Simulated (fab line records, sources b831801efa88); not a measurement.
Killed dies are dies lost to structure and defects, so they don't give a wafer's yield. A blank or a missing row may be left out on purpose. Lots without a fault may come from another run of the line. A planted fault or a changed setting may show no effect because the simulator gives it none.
fab line records | flow sky130 | part 2 of 2: steps 26 to 34 of 34
record lots=5 wafers=15 last_day=50
route steps=708 shown POLY_GATE@205 RES_PROTECT@206 LDD_N@237
lots that met no fault: from a run of the same line without faults
start_h: hours from the record's first day to the start of the lot's first wafer shown | wait_h: hours since the lot's step before | " the same as in the row above | L1.1+2: a row that stands for several wafers | - no value, or no start given | * or withheld: withheld | < > ~ a bound
route shown NAME@n: a module of which the file shows steps, and the number in the route of the first | usual: mean/standard deviation of fault-free wafers | same: alike in all rows | chamber/n: place in a boat | sites: the reading at each site | _std_site: their standard deviation | _edge_site: outer sites' mean less inner sites' | radius_mm: how far each site lies from the wafer's centre | mask NAME#n: copy n | behind: the tool/chamber that last shaped the wafer | hold: why the lot was held/for how many hours/how that ended | device: the transistor (n, p or np) that didn't switch | end of line: the same wafers' tests at the end of the route | a step without rows: its recipe alone | killed: dies lost to structure and defects at the first sort, not the wafer's yield | map: a wafer's dies, x killed, . not, _ none there
set.NAME: the setting as run; set.NAME@STEP: as run at that earlier step | model.NAME: the simulator's own value behind a step, which no gauge read
lots at some steps of the route; a table a step, a row a wafer
services: from which hour (start_h, from the record's first day; less than 0 if before it) a tool's chamber was out of use, for how many hours, and why
## steps
# step SKY_POLY_GATE_ETCH_16
# recipe stop_on=poly-Si chemistry=CH3F/O2 target=Si3N4 source_w=406.5 bias_w=80 pressure_mtorr=25 ch3f_flow_sccm=40 O2_flow_sccm=30 time_s=147.5 target_depth_a=750
# usual drypump_motor_current_A=5.99/0.25 oes_product_au=0.640/0.0045 throttle_valve_pct=10.536/0.0088
# same time_s=147.5
# columns lot.wafer tool chamber start_h wait_h drypump_motor_current_A oes_product_au rf_hours_counter_h throttle_valve_pct
L085.2 rie_diel-04 1 480.60 0.0 6.07 0.639 32 10.537
L085.3 " 0 " " 5.54 0.642 18 10.541
L085.4 " 2 " " 6.23 0.643 12 10.541
L088.1 rie_diel-01 2 509.24 0.0 5.66 0.637 10 10.531
L088.4 " 1 " " 6.36 0.640 - 10.539
L088.5 " 2 " " 5.67 0.639 - 10.530
L090.1 rie_diel-04 0 520.59 0.0 5.53 0.636 19 10.530
L090.5 " 3 " " 6.19 0.631 - 10.536
L090.6 " 0 " " 5.53 0.640 - 10.534
L093.1 rie_diel-04 0 537.75 0.0 5.53 0.642 19 10.525
L093.2 " 3 " " 6.22 0.639 6 10.536
L093.4 " 1 " " 6.06 0.640 33 10.538
L095.1 rie_diel-02 1 559.34 0.0 5.90 0.633 24 10.535
L095.5 " 3 " " 5.98 0.636 - 10.525
L095.6 " 1 " " 5.90 0.640 - 10.529
# step SKY_POLY_GATE_ETCH_17
# recipe target_depth_nm=180 stop_on=SiO2 over_etch_frac=0.56667 chemistry=HBr/Cl2 target=poly-Si icp_w=400 bias_w=100 pressure_mtorr=10 HBr_flow_sccm=150 Cl2_flow_sccm=50 time_s=70.5
# usual drypump_motor_current_A=5.7/0.56 oes_product_au=0.988/0.007 throttle_valve_pct=33.685/0.0092
# same time_s=70.5
# columns lot.wafer tool chamber start_h wait_h drypump_motor_current_A oes_product_au rf_hours_counter_h throttle_valve_pct
L085.2 rie_si-02 2 480.70 0.0 5.2 0.990 41 33.685
L085.3 " 3 " " 5.8 0.985 18 33.682
L085.4 " 1 " " 4.7 0.984 1 33.685
L088.1 rie_si-02 1 509.34 0.0 4.6 1.001 1 33.687
L088.4 " 0 " " 5.7 0.990 10 33.690
L088.5 " 2 " " 5.2 0.993 - 33.685
L090.1 rie_si-01 1 520.69 0.0 5.3 0.984 39 33.683
L090.5 " 3 " " 6.0 0.983 - 33.663
L090.6 " 0 " " 6.6 0.984 - 33.686
L093.1 rie_si-02 1 537.84 0.0 4.6 0.991 1 33.676
L093.2 " 0 " " 5.7 0.984 10 33.699
L093.4 " 2 " " 5.2 0.991 41 33.670
L095.1 rie_si-02 2 559.44 0.0 5.2 0.990 41 33.687
L095.5 " 0 " " 5.7 0.985 - 33.689
L095.6 " 1 " " 4.7 1.001 - 33.678
# step SKY_POLY_GATE_STRIP_18
# recipe chemistry=O2/N2 power_w=1400 pressure_mtorr=1500 platen_temp_c=withheld o2_flow_sccm=3000 n2_flow_sccm=300 overash_fraction=0.5
# usual drypump_motor_current_A=5.7/0.48 oes_product_au=0.360/0.0047 strip_time_to_endpoint_s=3.13/0.034
# columns lot.wafer tool chamber start_h wait_h drypump_motor_current_A oes_product_au rf_hours_counter_h strip_time_to_endpoint_s
L085.2 plasma_asher-01 1 480.75 0.0 5.4 0.364 36 3.19
L085.3 " 1 " " 5.4 0.358 - 3.20
L085.4 " 0 " " 4.9 0.351 - 3.16
L088.1 plasma_asher-01 1 509.39 0.0 5.4 0.362 39 3.07
L088.4 " 1 " " 5.4 0.357 - 3.15
L088.5 " 0 " " 5.0 0.364 - 3.10
L090.1 plasma_asher-02 0 520.74 0.0 5.8 0.354 8 3.18
L090.5 " 0 " " 5.8 0.362 - 3.14
L090.6 " 1 " " 5.8 0.358 - 3.18
L093.1 plasma_asher-01 1 537.90 0.0 5.4 0.358 42 3.13
L093.2 " 0 " " 5.0 0.357 42 3.11
L093.4 " 0 " " 4.9 0.368 - 3.14
L095.1 plasma_asher-03 0 559.49 0.0 6.2 0.362 76 3.15
L095.5 " 0 " " 6.2 0.369 - 3.11
L095.6 " 1 " " 6.3 0.357 - 3.10
# step SKY_POLY_GATE_CLEAN_19
# recipe chemistry=SC1/SC2 mix=1:4:20 temp_c=70 time_s=150 dry=n2_spin
# usual bath_guard_temp_C=70.1/0.49 bath_heat_duty_pct=13.2/1.3
# same time_s=150
# columns lot.wafer tool chamber start_h wait_h bath_guard_temp_C bath_heat_duty_pct
L085.2 wet_bench-04 2 480.85 0.1 69.8 13.9
L085.3 " 2 " " 69.3 12.2
L085.4 " 2 " " 69.6 14.8
L088.1 wet_bench-02 1 509.49 0.1 70.3 12.3
L088.4 " 1 " " 70.3 12.8
L088.5 " 1 " " 70.2 12.3
L090.1 wet_bench-02 0 520.84 0.1 69.3 11.9
L090.5 " 0 " " 69.6 13.3
L090.6 " 0 " " 69.8 13.3
L093.1 wet_bench-02 2 538.00 0.1 70.9 14.6
L093.2 " 2 " " 70.4 15.9
L093.4 " 2 " " 70.5 15.4
L095.1 wet_bench-04 0 559.59 0.1 69.5 11.7
L095.5 " 0 " " 69.7 12.1
L095.6 " 0 " " 69.7 12.1
# step SKY_POLY_GATE_OXIDATION_20
# recipe temp_c=850 ambient=O2 stabilise_s=600 purge_s=300 target_thk_a=40 ox_time_s=899
# columns lot.wafer tool chamber start_h wait_h
L085.2+3+4 furnace-02 0 481.53 0.6
L088.1+4+5 furnace-02 0 509.56 0.0
L090.1+5+6 furnace-01 0 520.90 0.0
L093.1+2+4 furnace-01 0 538.06 0.0
L095.1+5+6 furnace-01 0 559.64 0.0
# step SKY_POLY_GATE_THK_MEAS_21
# recipe reads=SiO2_of_POLY_GATE_OXIDATION_20
# usual POLY_GATE_OXIDATION_THK=3.99/0.089
# columns lot.wafer tool chamber start_h wait_h POLY_GATE_OXIDATION_THK[nm]
L085.2 film_metro-02 - 482.79 0.0 3.98
L085.3 " - " " 4.00
L085.4 " - " " 4.20
L088.1 film_metro-02 - 510.81 0.0 3.96
L088.4 " - " " 4.00
L088.5 " - " " 4.05
L090.1 film_metro-02 - 522.15 0.0 3.95
L090.5 " - " " 4.02
L090.6 " - " " 3.93
L093.1 film_metro-02 - 539.31 0.0 4.07
L093.2 " - " " 4.11
L093.4 " - " " 4.12
L095.1 film_metro-03 - 560.89 0.0 3.96
L095.5 " - " " 3.88
L095.6 " - " " 3.92
# step SKY_POLY_GATE_CD_MEAS_22
# usual cd_nm=147.7/2.5
# columns lot.wafer tool chamber start_h wait_h cd_nm
L085.2 cd_sem-01 - 482.87 0.1 148.9
L085.3 " - " " 149.4
L085.4 " - " " 146.1
L088.1 cd_sem-02 - 510.87 0.1 145.8
L088.4 " - " " 144.4
L088.5 " - " " 145.0
L090.1 cd_sem-02 - 522.21 0.1 147.4
L090.5 " - " " 152.0
L090.6 " - " " 145.7
L093.1 cd_sem-02 - 539.42 0.1 147.7
L093.2 " - " " 149.5
L093.4 " - " " 149.6
L095.1 cd_sem-01 - 560.95 0.1 146.7
L095.5 " - " " 140.6
L095.6 " - " " 148.3
# step SKY_LDD_N_DEHYDRATE_00
# recipe temp_c=200 time_s=60
# usual exhaust_pa=45.0/0.89
# same time_s=60
# columns lot.wafer tool chamber start_h wait_h exhaust_pa
L085.2 litho_track-02 0 497.79 14.9 45.0
L085.3 " 0 " " 44.4
L085.4 " 0 " " 45.2
L088.1 litho_track-02 0 525.52 14.6 43.9
L088.4 " 0 " " 43.7
L088.5 " 0 " " 43.7
L090.1 litho_track-02 0 536.87 14.6 45.0
L090.5 " 0 " " 45.7
L090.6 " 0 " " 44.3
L093.1 litho_track-04 0 553.57 14.1 44.1
L093.2 " 0 " " 44.4
L093.4 " 0 " " 44.7
L095.1 litho_track-04 0 575.57 14.6 46.2
L095.5 " 0 " " 45.8
L095.6 " 0 " " 45.3
# step SKY_LDD_N_HMDS_01
# recipe prime_time_s=60 prime_temp_c=120
# usual exhaust_pa=45.2/1
# columns lot.wafer tool chamber start_h wait_h exhaust_pa
L085.2 litho_track-02 0 497.94 0.1 45.3
L085.3 " 0 " " 44.5
L085.4 " 0 " " 45.4
L088.1 litho_track-02 0 525.67 0.1 44.1
L088.4 " 0 " " 44.9
L088.5 " 0 " " 43.5
L090.1 litho_track-02 0 537.02 0.1 47.0
L090.5 " 0 " " 45.7
L090.6 " 0 " " 45.7
L093.1 litho_track-04 0 553.72 0.1 45.1
L093.2 " 0 " " 45.3
L093.4 " 0 " " 44.8
L095.1 litho_track-04 0 575.72 0.1 46.3
L095.5 " 0 " " 46.6
L095.6 " 0 " " 43.5
## services
# columns tool chamber start_h hours kind
wet_bench-03 - 418.41 2.3 repair
rie_diel-04 0 423.65 5.0 repair
krf_scanner-01 - 425.05 4.0 pm
lpcvd-02 - 426.83 6.1 pm
furnace-01 - 429.43 25.8 repair
rie_diel-04 1 430.55 3.3 repair
rie_diel-01 - 442.06 0.3 repair
krf_scanner-01 - 443.52 0.5 repair
rie_diel-04 1 450.50 2.5 repair
krf_scanner-01 - 453.52 1.3 pm
furnace-01 - 455.21 3.6 pm
rie_diel-01 - 456.01 2.8 pm
rie_si-02 - 456.60 0.2 repair
krf_scanner-01 - 473.05 0.8 pm
rie_diel-01 1 477.25 1.4 repair
krf_scanner-01 - 485.86 3.6 pm
rie_diel-01 1 486.41 2.9 repair
rie_diel-01 3 489.19 18.7 repair
rie_si-02 1 497.57 4.7 repair
lpcvd-02 - 520.54 0.8 repair
implanter-02 - 523.28 4.0 pm
implanter-02 - 550.79 2.0 repair
krf_scanner-01 - 556.13 1.0 pm
iline_stepper-02 - 567.09 28.9 pm
